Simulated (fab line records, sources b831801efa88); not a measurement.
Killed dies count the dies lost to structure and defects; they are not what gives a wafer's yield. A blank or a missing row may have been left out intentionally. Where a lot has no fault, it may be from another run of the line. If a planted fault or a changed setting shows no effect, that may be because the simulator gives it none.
Shared-tool check || flow sky130 || 30 wafers sampled across 10 lots

## WHAT PROMPTED THE OPENING
Of 10 lots, 1 have the reading POLY_GATE_CVD_00_THK flagged at SKY_POLY_GATE_THK_MEAS_01. No-fault wafers: 178.6 nm, standard deviation 2.
Rule: a lot is flagged in two cases, either no wafer of it has a number, or all its wafers with numbers fall more than 4 standard deviations from that mean. The rest of the lots are taken to be sound.

{"lot": "L210", "measured": "day 13 16:01", "on": "film_metro-02", "POLY_GATE_CVD_00_THK (nm), wafer by wafer": "176.7 177.0 177.6", "flag": ""}
{"lot": "L213", "measured": "day 16 01:28", "on": "film_metro-02", "POLY_GATE_CVD_00_THK (nm), wafer by wafer": "177.4 178.8 176.7", "flag": ""}
{"lot": "L214", "measured": "day 16 17:50", "on": "film_metro-04", "POLY_GATE_CVD_00_THK (nm), wafer by wafer": "177.6 179.1 177.2", "flag": ""}
{"lot": "L216", "measured": "day 16 21:48", "on": "film_metro-02", "POLY_GATE_CVD_00_THK (nm), wafer by wafer": "179.9 178.9 178.1", "flag": ""}
{"lot": "L218", "measured": "day 17 12:52", "on": "film_metro-02", "POLY_GATE_CVD_00_THK (nm), wafer by wafer": "180.5 180.4 179.8", "flag": ""}
{"lot": "L219", "measured": "day 17 14:25", "on": "film_metro-04", "POLY_GATE_CVD_00_THK (nm), wafer by wafer": "177.4 178.1 175.7", "flag": ""}
{"lot": "L222", "measured": "day 18 08:52", "on": "film_metro-04", "POLY_GATE_CVD_00_THK (nm), wafer by wafer": "178.7 178.5 179.0", "flag": ""}
{"lot": "L223", "measured": "day 18 17:19", "on": "film_metro-02", "POLY_GATE_CVD_00_THK (nm), wafer by wafer": "151.5 151.5 152.4", "flag": "FLAGGED"}
{"lot": "L232", "measured": "day 21 15:13", "on": "film_metro-04", "POLY_GATE_CVD_00_THK (nm), wafer by wafer": "180.2 180.9 179.8", "flag": ""}
{"lot": "L233", "measured": "day 22 00:45", "on": "film_metro-01", "POLY_GATE_CVD_00_THK (nm), wafer by wafer": "181.5 180.5 180.7", "flag": ""}
On average the flagged lots' numbers are 151.8 nm, which is -26.8 nm against the usual, or -13 standard deviations.

## LOT BY LOT: THE TOOL USED
Before the reading, the record contains 3 process steps out of a 708-step route. Cell contents, in order: the tool; ch with the chambers the sampled wafers went through; the start.
{"lot": "L210", "flag": "", "SKY_VT_ADJUST_LVTN_STRIP_09": "plasma_asher-04 ch 0,1, day 6 17:39", "SKY_SONOS_ONO_STRIP_17": "plasma_asher-04 ch 0,1, day 12 09:11", "SKY_POLY_GATE_CVD_00": "lpcvd-01 ch 0, day 13 14:49"}
{"lot": "L213", "flag": "", "SKY_VT_ADJUST_LVTN_STRIP_09": "plasma_asher-04 ch 0,1, day 8 14:50", "SKY_SONOS_ONO_STRIP_17": "plasma_asher-04 ch 0,1, day 14 17:21", "SKY_POLY_GATE_CVD_00": "lpcvd-01 ch 0, day 16 00:14"}
{"lot": "L214", "flag": "", "SKY_VT_ADJUST_LVTN_STRIP_09": "plasma_asher-02 ch 0,1, day 8 23:38", "SKY_SONOS_ONO_STRIP_17": "plasma_asher-04 ch 0,1, day 15 08:45", "SKY_POLY_GATE_CVD_00": "lpcvd-01 ch 0, day 16 16:36"}
{"lot": "L216", "flag": "", "SKY_VT_ADJUST_LVTN_STRIP_09": "plasma_asher-04 ch 0,1, day 9 04:34", "SKY_SONOS_ONO_STRIP_17": "plasma_asher-03 ch 0,1, day 15 12:56", "SKY_POLY_GATE_CVD_00": "lpcvd-01 ch 0, day 16 20:36"}
{"lot": "L218", "flag": "", "SKY_VT_ADJUST_LVTN_STRIP_09": "plasma_asher-04 ch 0,1, day 9 15:52", "SKY_SONOS_ONO_STRIP_17": "plasma_asher-03 ch 0,1, day 16 01:55", "SKY_POLY_GATE_CVD_00": "lpcvd-01 ch 1, day 17 11:38"}
{"lot": "L219", "flag": "", "SKY_VT_ADJUST_LVTN_STRIP_09": "plasma_asher-03 ch 0,1, day 9 16:41", "SKY_SONOS_ONO_STRIP_17": "plasma_asher-03 ch 0,1, day 16 04:17", "SKY_POLY_GATE_CVD_00": "lpcvd-01 ch 1, day 17 13:10"}
{"lot": "L222", "flag": "", "SKY_VT_ADJUST_LVTN_STRIP_09": "plasma_asher-04 ch 0,1, day 10 07:50", "SKY_SONOS_ONO_STRIP_17": "plasma_asher-02 ch 0,1, day 16 23:04", "SKY_POLY_GATE_CVD_00": "lpcvd-01 ch 0, day 18 07:40"}
{"lot": "L223", "flag": "FLAGGED", "SKY_VT_ADJUST_LVTN_STRIP_09": "plasma_asher-02 ch 0,1, day 10 14:41", "SKY_SONOS_ONO_STRIP_17": "plasma_asher-03 ch 0,1, day 17 06:16", "SKY_POLY_GATE_CVD_00": "lpcvd-01 ch 0, day 18 16:07"}
{"lot": "L232", "flag": "", "SKY_VT_ADJUST_LVTN_STRIP_09": "plasma_asher-03 ch 0,1, day 12 22:17", "SKY_SONOS_ONO_STRIP_17": "plasma_asher-02 ch 0,1, day 20 04:34", "SKY_POLY_GATE_CVD_00": "lpcvd-01 ch 1, day 21 14:01"}
{"lot": "L233", "flag": "", "SKY_VT_ADJUST_LVTN_STRIP_09": "plasma_asher-04 ch 0,1, day 13 03:37", "SKY_SONOS_ONO_STRIP_17": "plasma_asher-03 ch 0,1, day 20 11:53", "SKY_POLY_GATE_CVD_00": "lpcvd-01 ch 1, day 21 23:33"}
What these steps do:
- SKY_VT_ADJUST_LVTN_STRIP_09: strips in O2/N2.
- SKY_SONOS_ONO_STRIP_17: strips in O2/N2.
- SKY_POLY_GATE_CVD_00: deposits poly-Si, target thk 180 nm, time 720 s.
- SKY_POLY_GATE_THK_MEAS_01

## FLAGGED OVER TOTAL, TOOL BY TOOL (the gauges that took the reading come last)
{"step": "SKY_VT_ADJUST_LVTN_STRIP_09", "tool": "plasma_asher-02", "lots run": 2, "flagged": 1, "share of the flagged lots": "all", "sound lots run after its first flagged lot": 0}
{"step": "SKY_VT_ADJUST_LVTN_STRIP_09", "tool": "plasma_asher-03", "lots run": 2, "flagged": 0, "share of the flagged lots": "none", "sound lots run after its first flagged lot": "-"}
{"step": "SKY_VT_ADJUST_LVTN_STRIP_09", "tool": "plasma_asher-04", "lots run": 6, "flagged": 0, "share of the flagged lots": "none", "sound lots run after its first flagged lot": "-"}
{"step": "SKY_SONOS_ONO_STRIP_17", "tool": "plasma_asher-02", "lots run": 2, "flagged": 0, "share of the flagged lots": "none", "sound lots run after its first flagged lot": "-"}
{"step": "SKY_SONOS_ONO_STRIP_17", "tool": "plasma_asher-03", "lots run": 5, "flagged": 1, "share of the flagged lots": "all", "sound lots run after its first flagged lot": "1 (L233)"}
{"step": "SKY_SONOS_ONO_STRIP_17", "tool": "plasma_asher-04", "lots run": 3, "flagged": 0, "share of the flagged lots": "none", "sound lots run after its first flagged lot": "-"}
{"step": "SKY_POLY_GATE_CVD_00", "tool": "lpcvd-01", "lots run": 10, "flagged": 1, "share of the flagged lots": "all", "sound lots run after its first flagged lot": "2 (L232,L233)"}
{"step": "SKY_POLY_GATE_THK_MEAS_01", "tool": "film_metro-01", "lots run": 1, "flagged": 0, "share of the flagged lots": "none", "sound lots run after its first flagged lot": "-"}
{"step": "SKY_POLY_GATE_THK_MEAS_01", "tool": "film_metro-02", "lots run": 5, "flagged": 1, "share of the flagged lots": "all", "sound lots run after its first flagged lot": 0}
{"step": "SKY_POLY_GATE_THK_MEAS_01", "tool": "film_metro-04", "lots run": 4, "flagged": 0, "share of the flagged lots": "none", "sound lots run after its first flagged lot": "-"}

## THE TABLE: WHAT IT ALLOWS
4 rows of the table ran every flagged lot: plasma_asher-02 at SKY_VT_ADJUST_LVTN_STRIP_09, plasma_asher-03 at SKY_SONOS_ONO_STRIP_17, lpcvd-01 at SKY_POLY_GATE_CVD_00, film_metro-02 at SKY_POLY_GATE_THK_MEAS_01.
- plasma_asher-02 at SKY_VT_ADJUST_LVTN_STRIP_09: 1 of its 2 lots flagged. Its last sound lot is L214 (day 8 23:38), its first flagged lot L223 (day 10 14:41): a fault that began between those two fits.
- plasma_asher-03 at SKY_SONOS_ONO_STRIP_17: 1 of its 5 lots flagged. Sound lots ran on it after the first flagged one (L233), which a lasting fault on the whole tool wouldn't allow.
- lpcvd-01 at SKY_POLY_GATE_CVD_00: 1 of its 10 lots flagged. Sound lots ran on it after the first flagged one (L232, L233), which a lasting fault on the whole tool wouldn't allow. Its own readings lie more than 4 standard deviations out on every wafer of the flagged lots: spike_tc_lower_C, spike_tc_upper_C, susceptor_temp_C.
- film_metro-02 at SKY_POLY_GATE_THK_MEAS_01: 1 of its 5 lots flagged. Its last sound lot is L218 (day 17 12:52), its first flagged lot L223 (day 18 17:19): a fault that began between those two fits.
A lot count leaves these 2 tools indistinguishable: every one of them fits a fault beginning at some hour. More lots, or a look at what each step does to the wafer, might.

## WHAT THE SIMULATOR HAD PUT IN
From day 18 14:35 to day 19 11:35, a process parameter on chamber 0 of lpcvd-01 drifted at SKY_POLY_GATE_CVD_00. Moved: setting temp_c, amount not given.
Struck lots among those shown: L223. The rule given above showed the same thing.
